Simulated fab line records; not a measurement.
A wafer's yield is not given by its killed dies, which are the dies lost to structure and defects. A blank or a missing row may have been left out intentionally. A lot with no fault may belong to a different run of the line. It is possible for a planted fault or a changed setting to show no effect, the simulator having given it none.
Matching of chambers    flow sky130    cmp-01 running SKY_VIA4_CMP_21: 4 sister chambers
The step polishes, stops on SiO2, t overpolish 25 s, target thk 0 nm. 4 wafers are shown with their chamber, then 12 later ones without.

== WAFERS WITH THEIR CHAMBER ==
wafer   chamber  time-to-endpoint-s (s)
L087.5  3        123
L088.3  1        114
L092.4  0        113
L092.5  2        117

== WAFERS WITHOUT THEIR CHAMBER ==
wafer   time-to-endpoint-s (s)
L094.1  117
L094.3  118
L094.5  124
L095.1  122
L095.4  121
L095.6  119
L096.1  121
L096.5  119
L096.6  120
L097.3  119
L097.4  114
L097.5  117

== THE CHAMBER EACH PASSED THROUGH ==
wafer    from the rows above            in truth
L094.1   can't be placed: 2 or 1        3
L094.3   can't be placed: 2 or 1        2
L094.5   3                              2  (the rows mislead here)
L095.1   3                              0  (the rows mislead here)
L095.4   can't be placed: 3 or 2        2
L095.6   can't be placed: 2 or 3 or 1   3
L096.1   can't be placed: 3 or 2        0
L096.5   can't be placed: 2 or 3 or 1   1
L096.6   can't be placed: 2 or 3 or 1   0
L097.3   can't be placed: 2 or 3 or 1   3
L097.4   can't be placed: 1 or 0 or 2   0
L097.5   can't be placed: 2 or 1        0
Correct placement for 0 of the 12. Can't be placed from these rows: 10 (the true chamber is among the candidates in 6). Wrongly placed: 2.
How it was worked out, from the rows above alone: a wafer's distance from a chamber is the root of the sum, over the readings, of the square of ((its reading less the chamber's mean) divided by the reading's scatter). The wafer belongs to the nearest chamber; if the next one is less than 2 further off, it can't be placed. A chamber's mean is the mean of its shown wafers. The scatter: with one shown wafer a chamber, the root of the mean of the squares of how far each hidden wafer lies from its nearest shown one.
